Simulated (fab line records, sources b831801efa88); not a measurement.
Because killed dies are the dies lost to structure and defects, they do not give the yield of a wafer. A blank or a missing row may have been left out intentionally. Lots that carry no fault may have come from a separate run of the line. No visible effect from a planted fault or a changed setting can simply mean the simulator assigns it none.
The tool behind it: which one? || flow sky130 || 33 wafers from 11 lots sampled at 3 of the route's 708 steps

== WHAT THE GAUGES READ, wafer by wafer ==
SKY_CONTACT_BOW_MEAS_05. Usual: CONTACT_BOW typically reads 81 um, with standard deviation 7.3.
{"lot": "L677", "measured": "day 32 02:01", "on": "film metro-03", "CONTACT_BOW (um)": "78 75 82", "flag": ""}
{"lot": "L678", "measured": "day 32 06:14", "on": "film metro-02", "CONTACT_BOW (um)": "77 98 80", "flag": ""}
{"lot": "L681", "measured": "day 32 15:50", "on": "film metro-04", "CONTACT_BOW (um)": "86 68 84", "flag": ""}
{"lot": "L682", "measured": "day 32 19:15", "on": "film metro-04", "CONTACT_BOW (um)": "79 83 78", "flag": ""}
{"lot": "L680", "measured": "day 32 21:34", "on": "film metro-03", "CONTACT_BOW (um)": "81 78 70", "flag": ""}
{"lot": "L683", "measured": "day 33 06:06", "on": "film metro-03", "CONTACT_BOW (um)": "79 71 73", "flag": ""}
{"lot": "L689", "measured": "day 35 07:25", "on": "film metro-03", "CONTACT_BOW (um)": "88 86 87", "flag": ""}
{"lot": "L695", "measured": "day 36 19:33", "on": "film metro-02", "CONTACT_BOW (um)": "73 74 83", "flag": ""}
{"lot": "L696", "measured": "day 36 21:26", "on": "film metro-04", "CONTACT_BOW (um)": "87 75 72", "flag": ""}
{"lot": "L698", "measured": "day 37 04:53", "on": "film metro-04", "CONTACT_BOW (um)": "87 76 71", "flag": ""}
{"lot": "L699", "measured": "day 37 11:38", "on": "film metro-03", "CONTACT_BOW (um)": "68 75 70", "flag": ""}

SKY_CONTACT_OVL_MEAS_15. Usual: CONTACT_OVL typically reads 3 nm, with standard deviation 5.9.
{"lot": "L677", "measured": "day 33 05:20", "on": "overlay-02", "CONTACT_OVL (nm)": "0 -6 -6", "flag": ""}
{"lot": "L678", "measured": "day 33 09:14", "on": "overlay-01", "CONTACT_OVL (nm)": "3 7 9", "flag": ""}
{"lot": "L681", "measured": "day 33 18:28", "on": "overlay-01", "CONTACT_OVL (nm)": "3 6 7", "flag": ""}
{"lot": "L682", "measured": "day 33 22:19", "on": "overlay-01", "CONTACT_OVL (nm)": "-3 -6 -3", "flag": ""}
{"lot": "L680", "measured": "day 34 00:52", "on": "overlay-02", "CONTACT_OVL (nm)": "5 0 4", "flag": ""}
{"lot": "L683", "measured": "day 34 08:25", "on": "overlay-02", "CONTACT_OVL (nm)": "16 13 8", "flag": ""}
{"lot": "L689", "measured": "day 36 09:03", "on": "overlay-01", "CONTACT_OVL (nm)": "2 0 3", "flag": ""}
{"lot": "L695", "measured": "day 37 21:04", "on": "overlay-02", "CONTACT_OVL (nm)": "-6 -7 -10", "flag": ""}
{"lot": "L696", "measured": "day 37 23:07", "on": "overlay-02", "CONTACT_OVL (nm)": "-4 -5 -4", "flag": ""}
{"lot": "L698", "measured": "day 38 06:39", "on": "overlay-02", "CONTACT_OVL (nm)": "7 14 17", "flag": ""}
{"lot": "L699", "measured": "day 38 13:23", "on": "overlay-01", "CONTACT_OVL (nm)": "7 5 1", "flag": ""}

SKY_VIA1_RS_MEAS_22: a four-point-probe measurement. Usual: VIA1_W_RS typically reads 0.427 ohm/sq, with standard deviation 0.005.
{"lot": "L677", "measured": "day 35 15:06", "on": "film metro-01", "VIA1_W_RS (ohm/sq)": "0.419 0.425 0.419", "flag": ""}
{"lot": "L678", "measured": "day 35 18:09", "on": "film metro-01", "VIA1_W_RS (ohm/sq)": "0.432 0.431 0.438", "flag": ""}
{"lot": "L681", "measured": "day 36 02:48", "on": "film metro-01", "VIA1_W_RS (ohm/sq)": "0.427 0.438 0.427", "flag": ""}
{"lot": "L682", "measured": "day 36 06:41", "on": "film metro-01", "VIA1_W_RS (ohm/sq)": "0.420 0.419 0.422", "flag": ""}
{"lot": "L680", "measured": "day 36 09:16", "on": "film metro-02", "VIA1_W_RS (ohm/sq)": "0.422 0.418 0.432", "flag": ""}
{"lot": "L683", "measured": "day 36 16:35", "on": "film metro-02", "VIA1_W_RS (ohm/sq)": "0.435 0.429 0.428", "flag": ""}
{"lot": "L689", "measured": "day 38 15:48", "on": "film metro-02", "VIA1_W_RS (ohm/sq)": "0.426 0.432 0.427", "flag": ""}
{"lot": "L695", "measured": "day 40 03:40", "on": "film metro-01", "VIA1_W_RS (ohm/sq)": "0.421 0.421 0.421", "flag": ""}
{"lot": "L696", "measured": "day 40 04:33", "on": "film metro-02", "VIA1_W_RS (ohm/sq)": "0.420 0.422 0.425", "flag": ""}
{"lot": "L698", "measured": "day 40 12:59", "on": "film metro-01", "VIA1_W_RS (ohm/sq)": "0.432 0.431 0.434", "flag": ""}
{"lot": "L699", "measured": "day 40 18:46", "on": "film metro-02", "VIA1_W_RS (ohm/sq)": "0.435 0.436 0.428", "flag": ""}

== EACH LOT AND THE TOOL THAT RAN IT (in order: tool; ch and the chambers of the sampled wafers; start) ==
No process step before these readings appears in the record.

== AS READ BY THE TOOLS THEMSELVES (means over the sampled wafers that have a number; for cases with no such wafer, the mark the record gives instead) ==
The record holds no such reading with a usual standard deviation.

== THE ANSWER, worked out from the rows above alone ==
Rule: take the mean of a lot's wafers that have a number; if it is more than 3 standard deviations from the usual mean, the lot is off. Also off: a lot with no number at a reading for which 4 or more lots have one. Where the step has rows for the other lots, those lots are counted as sound. First the gauges in route order, then the tools' own readings, where a lot's mean is used as printed above. At the first step where some lot is off, the reading lying furthest off is the one used; lots without a number count as furthest.
None of the lots is off at any reading shown; this tells nothing.

== WHAT THE SIMULATOR HAD PUT IN ==
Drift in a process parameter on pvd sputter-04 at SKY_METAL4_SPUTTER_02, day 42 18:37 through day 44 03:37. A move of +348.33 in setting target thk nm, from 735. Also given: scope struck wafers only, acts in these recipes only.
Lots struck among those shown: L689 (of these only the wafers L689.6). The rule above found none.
